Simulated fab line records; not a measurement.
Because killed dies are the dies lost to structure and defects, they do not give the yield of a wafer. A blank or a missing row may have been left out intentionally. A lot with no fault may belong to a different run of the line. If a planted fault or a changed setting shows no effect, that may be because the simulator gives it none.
Chamber matching | flow gf180mcu | GF_V3_CVD_02 on pecvd-04 has 3 sister chambers
The step deposits SiO2 from TEOS, target thk 850 nm, time 94.851 s. 14 wafers are shown with their chamber, then 7 later ones without.

## WAFERS, EACH WITH ITS CHAMBER
wafer  | chamber | heater-power-w (W)
L074.2 | 1       | 776
L074.5 | 0       | 851
L074.6 | 2       | 689
L076.2 | 2       | 576
L076.5 | 0       | 831
L076.6 | 2       | 631
L083.1 | 2       | 684
L083.2 | 1       | 831
L083.4 | 1       | 634
L088.1 | 1       | 695
L088.2 | 2       | 615
L088.6 | 1       | 742
L092.3 | 0       | 870
L092.5 | 0       | 702

SIGNATURES (means of the wafers above)
reading        | chamber 0 | chamber 1 | chamber 2 | scatter within a chamber
heater-power-w | 813.50    | 735.60    | 639.00    | 66.9
Rule: for each reading, subtract the chamber's mean from the wafer's reading, divide by that reading's scatter and square the result; add these up over the readings and take the root, which gives the wafer's distance from the chamber. If the next closest chamber is less than 2 further off than the closest, the wafer can't be placed; otherwise it belongs to the closest. The scatter is the square root of a quotient: the sum, over the shown wafers, of each reading's squared deviation from its chamber's mean, divided by wafers minus chambers.

## WAFERS WITHOUT THEIR CHAMBER
wafer  | heater-power-w (W)
L092.6 | 802
L095.2 | 776
L095.4 | 658
L095.5 | 687
L097.2 | 708
L097.5 | 692
L097.6 | 729

## THE CHAMBER EACH PASSED THROUGH
wafer  | from the rows above          | in truth
L092.6 | can't be placed: 0 or 1      | 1
L095.2 | can't be placed: 0 or 1 or 2 | 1
L095.4 | can't be placed: 2 or 1      | 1
L095.5 | can't be placed: 2 or 1 or 0 | 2
L097.2 | can't be placed: 1 or 2 or 0 | 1
L097.5 | can't be placed: 1 or 2 or 0 | 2
L097.6 | can't be placed: 1 or 0 or 2 | 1
0 of 7 placed correctly. From these rows, 7 cannot be placed; in 7 the true chamber is one of the candidates. Placed wrongly: 0.
